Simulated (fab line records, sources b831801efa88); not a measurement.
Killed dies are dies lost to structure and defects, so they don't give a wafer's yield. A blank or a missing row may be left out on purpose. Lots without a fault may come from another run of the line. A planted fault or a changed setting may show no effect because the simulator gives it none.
Problem report in the 8D (eight disciplines) form, filled by code | flow sky130 | the parts of the form that need people (team, actions taken, sign-off) are left out

1. THE PROBLEM
beam_energy_keV at SKY_LDD_N_IMPLANT_12 reads a mean of 38.005 on 6 wafers of 2 lots; wafers without a fault read 49.997 with a standard deviation of 0.015. That is -99 or more standard deviations from the usual mean.
First seen on wafer L364.2, day 22 04:40, on implanter-01. The record holds 42 wafers of 14 lots with a number at this step. Rule for "out", or "out of limits": more than 4 standard deviations from the usual mean. The other wafers with a number count as sound.

2. WHAT IT IS AND WHAT IT IS NOT
question                    | is                     | is not
which readings at this step | beam_energy_keV        | -
which lots                  | L364, L368             | L352, L353, L355, L357, L358, L361, L369, L370, L371, L373, L374, L375
which wafers of those lots  | all that have a number | -
read on which tools         | implanter-01           | implanter-02, implanter-03
when                        | from day 22 04:40      | up to then (18 sound wafers); but 18 sound wafers of L369, L370, L371, L373, L374, L375 came after

3. SUSPECTS, AND WHAT RULES EACH OUT
Counting: a tool at a process step up to the reading stays a suspect if it ran every lot that is out and no sound lot after the first of them.
- implanter-01 at SKY_LDD_N_IMPLANT_12: kept. It ran every lot that is out, first L364 (day 22 04:40), and no sound lot after that; its last sound lot up to then is L361 (day 20 21:49). Its own readings are out on those wafers: beam_energy_keV.
Left after counting: implanter-01 at SKY_LDD_N_IMPLANT_12.

4. THE CAUSE (what the simulator had put in)
Process parameter drift: implanter-01, from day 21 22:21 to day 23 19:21, at SKY_LDD_N_IMPLANT_12. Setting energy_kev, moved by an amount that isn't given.
Counting left only this tool.

5. THE CHAIN OF EFFECTS, in route order
Each row: a reading whose mean over the struck wafers that have a number lies more than 3 standard deviations from the usual. Only readings for which the record gives a usual standard deviation are gone through. hours: the time from each lot's start at the first step in this table that gives one to its start at this step, as a median over the lots. sigmas: the change in usual standard deviations.
hours | step                 | reading         | usual  | on struck wafers | change  | sigmas
0     | SKY_LDD_N_IMPLANT_12 | beam_energy_keV | 49.997 | 38.005           | -11.992 | -99 or more
The process steps in it:
- SKY_LDD_N_IMPLANT_12

6. WHAT WOULD HAVE CAUGHT IT SOONER
In this record the first reading out of limits was taken at day 22 04:40, 6 hours after the fault began at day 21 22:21.
